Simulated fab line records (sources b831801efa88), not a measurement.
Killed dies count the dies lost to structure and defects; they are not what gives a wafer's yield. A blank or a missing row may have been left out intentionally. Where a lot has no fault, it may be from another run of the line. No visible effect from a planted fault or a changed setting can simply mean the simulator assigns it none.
fab line records	flow sky130
[record] lots = 5	wafers = 15	last_day = 50
route steps=708 shown VIA3@575 METAL4@598
lots with no fault: from the same line, run without faults
start_h: the number of hours between the record's first day and the start of the first shown wafer of the lot	wait_h: how many hours have passed since the lot's step before this one	" identical to the entry in the row above	L1.1+2: a row that stands for several wafers	- no value present, or no start provided	* or withheld: withheld	< > ~ a bound
route shown NAME@n: NAME is a module with steps in the file, n the number in the route of the first one	usual: mean/standard deviation of fault-free wafers	same: alike in all rows	chamber/n: place in a boat	sites: the reading at each site	_std_site: the values' standard deviation	_edge_site: outer sites' mean less inner sites'	radius_mm: how far each site lies from the wafer's centre	mask NAME#n: copy n	behind: the tool/chamber that last shaped the wafer	hold: why the lot was held/for how many hours/how that ended	device: transistor that didn't switch, given as n, p or np	end of line: the same wafers' tests at the end of the route	step lacking rows: just its recipe	killed: dies that structure and defects cost at the first sort, which is not the same as the wafer's yield	map: per-die view of a wafer (x killed, . not killed, _ where there is no die)
set.NAME: the setting that was run; set.NAME@STEP: the one run at that earlier step	model.NAME: the simulator's own value behind a step, which no gauge read
a table for each step, a row for each wafer; lots at some steps of the route
services: a tool's chamber out of use, with start hour (start_h, from the record's first day; less than 0 if before it), hours out, and reason
[[steps]]
[step SKY_VIA3_CMP_02]
[recipe] material = SiO2	down_force_psi = 4	platen_rpm = 60	pad_velocity_m_s = 0.94248
[usual] head_pressure_psi = 4.000/0.0091	motor_current_A = 11.3/1.3
lot.wafer	tool	chamber	start_h	wait_h	head_pressure_psi	motor_current_A
L901.3	cmp-02	0	932.04	0.1	4.007	12.9
L901.2	"	2	"	"	3.995	10.6
L901.6	"	3	"	"	3.989	9.9
L904.4	cmp-01	2	960.48	0.0	3.985	11.0
L904.3	"	0	"	"	4.002	11.9
L904.2	"	1	"	"	3.999	10.8
L912.3	cmp-02	3	1008.74	0.0	3.989	9.6
L912.1	"	2	"	"	4.000	10.3
L912.6	"	0	"	"	3.991	13.5
L916.4	cmp-01	3	1035.75	0.1	3.994	10.9
L916.6	"	3	"	"	3.999	10.3
L916.5	"	0	"	"	4.003	11.2
L920.4	cmp-01	3	1056.26	0.1	3.993	10.5
L920.5	"	1	"	"	3.985	11.0
L920.6	"	2	"	"	4.000	11.2
[step SKY_VIA3_BOW_MEAS_03]
[recipe] mode = bow
[usual] VIA3_BOW = 79/7.4
lot.wafer	tool	chamber	start_h	wait_h	VIA3_BOW[um]
L901.2	film_metro-01	-	932.31	0.1	90
L901.3	"	-	"	"	75
L901.6	"	-	"	"	77
L904.2	film_metro-04	-	960.80	0.1	75
L904.3	"	-	"	"	72
L904.4	"	-	"	"	80
L912.1	film_metro-03	-	1009.04	0.1	75
L912.3	"	-	"	"	73
L912.6	"	-	"	"	84
L916.4	film_metro-04	-	1036.11	0.3	77
L916.5	"	-	"	"	71
L916.6	"	-	"	"	79
L920.4	film_metro-03	-	1056.52	0.2	83
L920.5	"	-	"	"	82
L920.6	"	-	"	"	80
[step SKY_VIA3_DEHYDRATE_04]
[recipe] temp_c = 200	time_s = 60
[step SKY_VIA3_HMDS_05]
[recipe] prime_time_s = 60	prime_temp_c = 120
[step SKY_VIA3_COAT_06]
[recipe] resist = BARC	temp_c = withheld	time_s = withheld	spin_rpm = 3000	resist_thk_nm = 60
[step SKY_VIA3_COAT_07]
[recipe] resist = KrF-thick	spin_rpm = 3000	resist_thk_nm = 450
[step SKY_VIA3_SOFTBAKE_08]
[recipe] temp_c = 100	time_s = 90	resist = KrF-thick
[step SKY_VIA3_EXPOSE_09]
[recipe] mask_id = VIM3	na = 0.8	source_shape = annular	sigma_inner = 0.55	sigma_outer = 0.85	target_cd_nm = 200	dose_mj = 38
[step SKY_VIA3_PEB_10]
[recipe] peb_temp_c = withheld	peb_time_s = withheld	resist = KrF-thick
[step SKY_VIA3_DEVELOP_11]
[recipe] develop_time_s = 60	resist = KrF-thick	dev_temp_c = 21
[step SKY_VIA3_CD_MEAS_12]
[recipe] target_cd_nm = 200
[usual] cd_nm = 199.6/1.2
lot.wafer	tool	chamber	start_h	wait_h	cd_nm
L901.2	cd_sem-01	-	957.45	-	199.0
L901.3	"	-	"	"	198.8
L901.6	"	-	"	"	199.6
L904.2	cd_sem-01	-	985.10	-	199.2
L904.3	"	-	"	"	199.7
L904.4	"	-	"	"	198.8
L912.1	cd_sem-01	-	1032.51	-	199.7
L912.3	"	-	"	"	200.1
L912.6	"	-	"	"	200.2
L916.4	cd_sem-02	-	1058.16	-	198.7
L916.5	"	-	"	"	199.2
L916.6	"	-	"	"	197.6
L920.4	cd_sem-01	-	1077.94	-	199.9
L920.5	"	-	"	"	198.7
L920.6	"	-	"	"	199.0
[step SKY_VIA3_OVL_MEAS_13]
[usual] VIA3_OVL = 3/5.6
lot.wafer	tool	chamber	start_h	wait_h	VIA3_OVL[nm]
L901.2	overlay-01	-	957.56	0.1	-10
L901.3	"	-	"	"	-9
L901.6	"	-	"	"	-9
L904.2	overlay-02	-	985.21	0.1	11
L904.3	"	-	"	"	2
L904.4	"	-	"	"	10
L912.1	overlay-02	-	1032.63	0.1	-3
L912.3	"	-	"	"	-4
L912.6	"	-	"	"	1
L916.4	overlay-01	-	1058.24	0.1	-2
L916.5	"	-	"	"	1
L916.6	"	-	"	"	-1
L920.4	overlay-01	-	1078.02	0.1	6
L920.5	"	-	"	"	-5
L920.6	"	-	"	"	1
[step SKY_VIA3_ETCH_14]
[recipe] chemistry = N2/H2	target = BARC	ion_energy_ev = 200	source_w = 500	bias_w = 100	pressure_mtorr = 30	n2_flow_sccm = 100	h2_flow_sccm = 200	stop_on = SiO2	time_s = 45.9	target_depth_a = 600
[usual] drypump_motor_current_A = 6.0/0.49	oes_product_au = 0.856/0.0046	run_length_s = 74.2/0.55	throttle_valve_pct = 13.225/0.0088
lot.wafer	tool	chamber	start_h	wait_h	drypump_motor_current_A	oes_product_au	rf_hours_counter_h	run_length_s	throttle_valve_pct	model.KrF-thick_of_VIA3_COAT_07.thk_nm	model.etch.depth_nm	model.VIA3.cd_nm
L901.2	rie_diel-04	3	957.59	0.0	5.2	0.859	9	73.9	13.220	389.5	59.98	199.1
L901.3	"	1	"	"	6.6	0.856	11	74.9	13.236	390.1	60.17	199.9
L901.6	"	0	"	"	6.3	0.849	-	74.8	13.231	391.8	60.07	199
L904.2	rie_diel-03	2	985.24	0.0	6.6	0.860	14	74.9	13.225	393.1	60.15	201
L904.3	"	3	"	"	6.2	0.859	6	74.3	13.222	392.9	60.21	199.9
L904.4	"	0	"	"	5.9	0.853	21	73.6	13.212	392.9	60.15	198.8
L912.1	rie_diel-03	2	1032.66	0.0	6.7	1.005	16	51.5	13.239	417.9	38.29	197.2
L912.3	"	0	"	"	5.9	0.856	22	73.9	13.225	395.1	60.18	199.1
L912.6	"	0	"	"	5.9	0.862	-	73.8	13.231	394.8	59.9	200.2
L916.4	rie_diel-04	1	1058.26	0.0	6.6	0.856	14	75.1	13.234	391.5	60.05	198
L916.5	"	2	"	"	5.8	0.861	-	73.2	13.215	393.9	60.01	198.6
L916.6	"	1	"	"	6.6	0.858	-	74.7	13.228	395.4	60.15	196.8
L920.4	rie_diel-02	2	1078.04	0.0	5.5	0.858	26	74.8	13.227	393.3	59.97	200.1
L920.5	"	0	"	"	5.9	0.856	-	73.4	13.238	395.2	60.2	198.6
L920.6	"	1	"	"	5.6	0.857	-	74.0	13.228	395.4	59.98	199.5
[step SKY_VIA3_ETCH_15]
[recipe] target = SiO2	chemistry = C4F8/O2/Ar	target_depth_nm = 507	stop_on = TiN	mask_material = KrF-thick	source_w = 1500	bias_w = 1200	pressure_mtorr = 40	c4f8_flow_sccm = withheld	O2_flow_sccm = 6	Ar_flow_sccm = 300	time_s = 78
[usual] oes_product_au = 0.946/0.0044	run_length_s = 106.3/0.53
lot.wafer	tool	chamber	start_h	wait_h	oes_product_au	rf_hours_counter_h	run_length_s	model.KrF-thick_of_VIA3_COAT_07.thk_nm	model.VIA3.cd_nm
L901.2	rie_diel-04	3	957.63	0.0	0.946	9	106.2	286	201.7
L901.3	"	1	"	"	0.945	11	106.9	289.2	191.9
L901.6	"	0	"	"	0.955	-	107.2	291.6	199
L904.2	rie_diel-03	2	985.28	0.0	0.944	14	106.6	292.1	202.1
L904.3	"	3	"	"	0.946	6	106.1	293.1	199.5
L904.4	"	0	"	"	0.940	21	105.7	293	194.4
L912.1	rie_diel-03	2	1032.71	0.0	0.383	16	107.0	316.3	194.2
L912.3	"	0	"	"	0.954	23	105.6	294.2	194.5
L912.6	"	0	"	"	0.950	-	105.8	295.2	195.8
L916.4	rie_diel-04	1	1058.30	0.0	0.946	14	107.0	290.3	195.5
L916.5	"	2	"	"	0.940	-	105.5	291.4	194
L916.6	"	1	"	"	0.950	-	106.8	294.3	193.1
L920.4	rie_diel-02	2	1078.08	0.0	0.946	26	106.1	290.9	194
L920.5	"	0	"	"	0.946	-	105.3	295.7	194.4
L920.6	"	1	"	"	0.944	-	105.9	294.7	197.2
[step SKY_VIA3_STRIP_16]
[recipe] chemistry = O2/N2	power_w = 1400	pressure_mtorr = 1500	platen_temp_c = withheld	o2_flow_sccm = 3000	n2_flow_sccm = 300	overash_fraction = 0.5
[usual] drypump_motor_current_A = 5.7/0.39	o2_flow_sccm = 3000/9	oes_product_au = 0.403/0.0051	strip_time_to_endpoint_s = 4.143/0.027
lot.wafer	tool	chamber	start_h	wait_h	drypump_motor_current_A	o2_flow_sccm	oes_product_au	rf_hours_counter_h	strip_time_to_endpoint_s
L901.2	plasma_asher-01	1	957.69	0.0	5.6	3001	0.401	113	4.069
L901.3	"	1	"	"	5.5	2998	0.406	-	4.125
L901.6	"	1	"	"	5.6	2993	0.404	-	4.135
L904.2	plasma_asher-03	0	985.34	0.0	5.1	2999	0.400	23	4.150
L904.3	"	0	"	"	5.1	2985	0.405	-	4.176
L904.4	"	1	"	"	6.0	3001	0.405	-	4.141
L912.1	plasma_asher-02	1	1032.77	0.0	5.5	3005	0.414	87	4.386
L912.3	"	0	"	"	5.5	2990	0.405	-	4.167
L912.6	"	1	"	"	5.5	2997	0.408	-	4.174
L916.4	plasma_asher-02	0	1058.39	0.1	5.5	3012	0.397	-	4.106
L916.5	"	0	"	"	5.6	3009	0.414	-	4.136
L916.6	"	1	"	"	5.4	3001	0.402	-	4.162
L920.4	plasma_asher-03	0	1078.17	0.1	5.2	2998	0.396	-	4.126
L920.5	"	0	"	"	5.2	3016	0.403	-	4.184
L920.6	"	1	"	"	6.0	2996	0.400	-	4.151
[step SKY_VIA3_STRIP_17]
[recipe] chemistry = post_etch_residue_remover	time_s = 1200	temp_c = 72.5
[step SKY_VIA3_CLEAN_18]
[recipe] chemistry = IPA	time_s = 180	temp_c = 25
[step SKY_VIA3_CLEAN_19]
[recipe] chemistry = O3/DIW	dry = n2_spin
[step SKY_VIA3_SPUTTER_20]
[recipe] material = TiN	target_thk_nm = 20	chamber_pressure_pa = 5	power_w = 4000	time_s = 80
[usual] throttle_valve_pct = 29.5/0.87
lot.wafer	tool	chamber	start_h	wait_h	throttle_valve_pct
L901.2	pvd_sputter-01	-	958.28	0.0	29.0
L901.3	"	-	"	"	30.8
L901.6	"	-	"	"	30.3
L904.2	pvd_sputter-01	-	985.93	0.0	30.4
L904.3	"	-	"	"	30.6
L904.4	"	-	"	"	28.2
L912.1	pvd_sputter-02	-	1033.36	0.0	28.7
L912.3	"	-	"	"	30.0
L912.6	"	-	"	"	29.7
L916.4	pvd_sputter-04	-	1058.95	0.0	29.8
L916.5	"	-	"	"	30.0
L916.6	"	-	"	"	31.6
L920.4	pvd_sputter-04	-	1078.78	0.0	31.5
L920.5	"	-	"	"	29.6
L920.6	"	-	"	"	29.5
[step SKY_VIA3_CVD_21]
[recipe] material = W	target_thk_nm = 390	time_s = 117.31	temp_c = 400	pressure_torr = 40
[usual] heater_power_w = 786/84
lot.wafer	tool	chamber	start_h	wait_h	heater_power_w
L901.2	cvd_w-02	1	958.34	0.0	674
L901.3	"	0	"	"	775
L901.6	"	1	"	"	680
L904.2	cvd_w-02	1	985.99	0.0	684
L904.3	"	1	"	"	678
L904.4	"	0	"	"	772
L912.1	cvd_w-01	1	1033.42	0.0	903
L912.3	"	1	"	"	916
L912.6	"	0	"	"	821
L916.4	cvd_w-02	0	1059.05	0.1	803
L916.5	"	0	"	"	773
L916.6	"	1	"	"	675
L920.4	cvd_w-02	0	1078.88	0.1	772
L920.5	"	0	"	"	793
L920.6	"	1	"	"	685
[step SKY_VIA3_CMP_24]
[recipe] stop_on = SiO2	t_overpolish_s = 20	down_force_psi = 3.5	platen_rpm = 60	target_thk_nm = 0	pad_velocity_m_s = 0.94248
[usual] head_pressure_psi = 3.500/0.008	motor_current_A = 10.4/1.2
lot.wafer	tool	chamber	start_h	wait_h	head_pressure_psi	motor_current_A
L901.2	cmp-02	1	958.64	0.0	3.503	12.3
L901.3	"	2	"	"	3.502	9.8
L901.6	"	1	"	"	3.487	12.7
L904.3	cmp-01	1	986.29	0.0	3.505	10.1
L904.2	"	2	"	"	3.510	9.6
L904.4	"	3	"	"	3.492	9.9
L912.3	cmp-02	1	1033.73	0.0	3.511	12.4
L912.1	"	0	"	"	3.492	12.0
L912.6	"	2	"	"	3.513	9.4
L916.4	cmp-01	0	1059.47	0.2	3.508	10.4
L916.5	"	1	"	"	3.496	10.4
L916.6	"	2	"	"	3.505	9.5
L920.4	cmp-01	3	1079.19	0.1	3.506	9.8
L920.5	"	2	"	"	3.500	10.0
L920.6	"	3	"	"	3.511	10.3
[step SKY_METAL4_SPUTTER_00]
[recipe] material = Ti	target_thk_nm = 15	power_w = 3000	time_s = 10	chamber_pressure_pa = 0.4
[usual] throttle_valve_pct = 29.8/1.1
lot.wafer	tool	chamber	start_h	wait_h	throttle_valve_pct
L901.2	pvd_sputter-02	-	958.94	0.2	29.7
L901.3	"	-	"	"	28.6
L901.6	"	-	"	"	29.8
L904.2	pvd_sputter-03	-	986.59	0.2	28.5
L904.3	"	-	"	"	28.9
L904.4	"	-	"	"	32.0
L912.3	pvd_sputter-04	-	1034.03	0.2	31.7
L912.6	"	-	"	"	31.3
L916.4	pvd_sputter-04	-	1059.62	0.1	31.6
L916.5	"	-	"	"	29.7
L916.6	"	-	"	"	30.0
L920.4	pvd_sputter-02	-	1079.44	0.2	30.0
L920.5	"	-	"	"	30.1
L920.6	"	-	"	"	28.7
[step SKY_METAL4_SPUTTER_01]
[recipe] material = TiN	target_thk_nm = 20	power_w = 6500	time_s = 16.7	chamber_pressure_pa = 0.4
[usual] throttle_valve_pct = 29.8/1.1
lot.wafer	tool	chamber	start_h	wait_h	throttle_valve_pct
L901.2	pvd_sputter-02	-	958.97	0.0	29.9
L901.3	"	-	"	"	28.6
L901.6	"	-	"	"	29.9
L904.2	pvd_sputter-03	-	986.62	0.0	28.4
L904.3	"	-	"	"	28.9
L904.4	"	-	"	"	32.3
L912.3	pvd_sputter-04	-	1034.05	0.0	31.6
L912.6	"	-	"	"	31.9
L916.4	pvd_sputter-04	-	1059.64	0.0	31.6
L916.5	"	-	"	"	29.6
L916.6	"	-	"	"	29.6
L920.4	pvd_sputter-02	-	1079.46	0.0	29.9
L920.5	"	-	"	"	30.3
L920.6	"	-	"	"	28.8
[step SKY_METAL4_SPUTTER_02]
[recipe] material = AlCu	target_thk_nm = 735	power_w = 10600	time_s = 39.1	chamber_pressure_pa = 0.4
[usual] throttle_valve_pct = 29.8/1.1
lot.wafer	tool	chamber	start_h	wait_h	throttle_valve_pct
L901.2	pvd_sputter-02	-	958.99	0.0	29.6
L901.3	"	-	"	"	28.5
L901.6	"	-	"	"	29.7
L904.2	pvd_sputter-03	-	986.64	0.0	28.6
L904.3	"	-	"	"	29.1
L904.4	"	-	"	"	31.7
L912.3	pvd_sputter-04	-	1034.07	0.0	31.5
L912.6	"	-	"	"	31.6
L916.4	pvd_sputter-04	-	1059.66	0.0	31.6
L916.5	"	-	"	"	29.8
L916.6	"	-	"	"	30.0
L920.4	pvd_sputter-02	-	1079.49	0.0	29.5
L920.5	"	-	"	"	30.2
L920.6	"	-	"	"	28.6
[[services]]
tool	chamber	start_h	hours	kind
cmp-02	-	912.15	2.3	repair
cmp-02	-	914.48	4.0	pm
cmp-01	-	928.09	1.7	repair
rie_diel-04	3	928.11	5.2	repair
plasma_asher-03	-	933.84	14.6	pm
rie_diel-03	3	965.62	7.4	repair
cmp-02	-	967.55	2.0	repair
pvd_sputter-01	-	973.72	3.7	repair
cvd_w-02	1	974.26	8.2	repair
cmp-01	-	976.78	0.6	repair
rie_diel-04	2	982.73	30.4	repair
plasma_asher-03	-	985.53	1.4	repair
cvd_w-02	-	989.89	0.5	repair
cvd_w-02	1	1003.67	5.8	repair
cmp-01	-	1010.08	5.2	pm
cmp-02	-	1028.62	0.8	repair
pvd_sputter-04	-	1029.03	4.7	repair
rie_diel-02	2	1034.64	16.3	repair
cmp-02	-	1050.12	3.0	pm
cmp-02	-	1056.14	1.9	repair
cmp-02	-	1059.32	1.1	repair
cvd_w-02	-	1064.10	14.6	pm
cmp-01	-	1070.01	1.0	repair
cmp-02	-	1073.57	0.7	repair
[[key]]
[first_sign] step = SKY_VIA3_ETCH_14	reading = run_length_s	direction = down	sigmas = 42	usual = *	struck = *
[effect] step = SKY_VIA3_ETCH_14	reading = oes_product_au	direction = up	sigmas = 32	usual = 0.856	struck = 1.005
[effect] step = SKY_VIA3_ETCH_15	reading = oes_product_au	direction = down	sigmas = 99+	usual = 0.946	struck = 0.383
[effect] step = SKY_VIA3_STRIP_16	reading = strip_time_to_endpoint_s	direction = up	sigmas = 8.9	usual = *	struck = *
[effect] step = SKY_METAL4_SPUTTER_00	reading = visit	direction = missing
[effect] step = SKY_METAL4_SPUTTER_01	reading = visit	direction = missing
[effect] step = SKY_METAL4_SPUTTER_02	reading = visit	direction = missing
[model_effect] step = SKY_VIA3_ETCH_14	value = KrF-thick_of_VIA3_COAT_07.thk_nm	without = 395.9	struck = 417.9
[model_effect] step = SKY_VIA3_ETCH_15	value = KrF-thick_of_VIA3_COAT_07.thk_nm	without = 294.4	struck = 316.3
met_at SKY_VIA3_ETCH_14
struck_wafers L912.1
later_rows_left_out L912.1
sort_left_out L912.1
onset_between 985.24 1032.66
[fault] kind = process_parameter_drift	tool = rie_diel-03	chamber = 2	onset_h = 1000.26	steps = SKY_VIA3_ETCH_14	channel = time_s	offset = *	shape = step	end_h = 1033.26	acts_in = *	stated = *
// sort_left_out: the simulated sort isn't trusted on such a fault, so these wafers' sort isn't shown, and their yield isn't known
// later_rows_left_out: the simulator's readings of these wafers behind a module that went badly wrong aren't trusted and aren't shown, but for the sort
